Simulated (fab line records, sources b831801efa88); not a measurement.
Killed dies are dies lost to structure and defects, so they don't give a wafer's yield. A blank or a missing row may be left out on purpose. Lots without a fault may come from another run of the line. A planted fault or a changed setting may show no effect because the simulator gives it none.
A struck lot beside a sound one | flow sky130 | 17 steps out of a route of 708
Sound: wafers L207.1, L207.5, L207.6. Struck: wafers L216.1, L216.3, L216.5. The cause comes at the end.
At each step with rows: each side's tool, then ch and its chambers, then its first start. Under that, the readings that differ: sound wafers | struck wafers | difference of the means | sigmas: that difference in standard deviations of wafers without a fault.
alike: readings whose means differ by less than 2 such deviations, and words and numbers that are the same on both sides. not compared: withheld readings, readings that some wafer has no value for, bounds like >300 that may hide the same value, and numbers for which the record gives no deviation and whose values overlap.
The two part at a step that has a row with sigmas, a row that says differs or no value, or rows on one side only. Numbers that don't overlap but have no deviation are shown without sigmas and don't part them. A reading that every wafer of one side lacks parts them only if that side has two wafers or more.

SKY_VIA1_CMP_02: polishes SiO2.
  sound on cmp-02 ch 0,1, day 34 15:04; struck on cmp-01 ch 0,2, day 37 13:29
  alike: motor_current_A, slurry_flow_ml_min
SKY_VIA1_BOW_MEAS_03:
  sound on film_metro-02, day 34 15:19; struck on film_metro-02, day 37 13:47
  alike: VIA1_BOW
then, 8 steps without rows for these wafers: SKY_VIA1_DEHYDRATE_04 (time 60 s); SKY_VIA1_HMDS_05 (prime time 60 s); SKY_VIA1_COAT_06 (resist thk 60 nm); SKY_VIA1_COAT_07 (resist thk 450 nm); SKY_VIA1_SOFTBAKE_08 (time 90 s); SKY_VIA1_EXPOSE_09 (exposes mask VIM, target cd 150 nm); SKY_VIA1_PEB_10; SKY_VIA1_DEVELOP_11 (develop time 60 s).
SKY_VIA1_CD_MEAS_12: target cd 150 nm.
  sound on cd_sem-01, day 35 17:32; struck on cd_sem-02, day 38 15:32
  alike: cd_nm
SKY_VIA1_OVL_MEAS_13:
  sound on overlay-02, day 35 17:40; struck on overlay-02, day 38 15:40
  alike: VIA1_OVL
SKY_VIA1_ETCH_14: etches BARC in N2/H2, stops on SiO2, time 45.9 s, target depth 60 nm.
  sound on rie_diel-03 ch 0,1,2, day 35 17:41; struck on rie_diel-03 ch 2,3, day 38 15:42
  reading                                     | sound             | struck            | difference | sigmas
  model.KrF-thick_of_VIA1_COAT_07.thk_nm (nm) | 395.3 393.2 394.8 | 401.1 398.8 399.6 | +5.4       |
  alike: drypump_motor_current_A, oes_product_au, throttle_valve_pct
  not compared: rf_hours_counter_h
SKY_VIA1_ETCH_15: etches SiO2 in C4F8/O2/Ar, stops on TiN, target depth 351 nm, time 54 s.
  sound on rie_diel-03 ch 0,1,2, day 35 17:44; struck on rie_diel-03 ch 2,3, day 38 15:44
  reading                                     | sound           | struck          | difference | sigmas
  model.KrF-thick_of_VIA1_COAT_07.thk_nm (nm) | 325 322.3 324.2 | 331.5 327 327.6 | +4.9       |
  alike: oes_product_au
  not compared: rf_hours_counter_h
SKY_VIA1_STRIP_16: strips in O2/N2.
  sound on plasma_asher-02 ch 0,1, day 35 17:47; struck on plasma_asher-04 ch 1, day 38 15:47
  reading                      | sound             | struck            | difference | sigmas
  strip_time_to_endpoint_s (s) | 4.484 4.447 4.488 | 4.555 4.498 4.512 | +0.049     | +3
  alike: drypump_motor_current_A, oes_product_au
  not compared: rf_hours_counter_h
then, 2 steps without rows for these wafers: SKY_VIA1_STRIP_17 (strips in post etch residue remover, time 1200 s); SKY_PAD_OPEN_PROBE_99.

WHERE THEY PART
Only at SKY_VIA1_STRIP_16, within this record.

WHY: what the simulator had put in
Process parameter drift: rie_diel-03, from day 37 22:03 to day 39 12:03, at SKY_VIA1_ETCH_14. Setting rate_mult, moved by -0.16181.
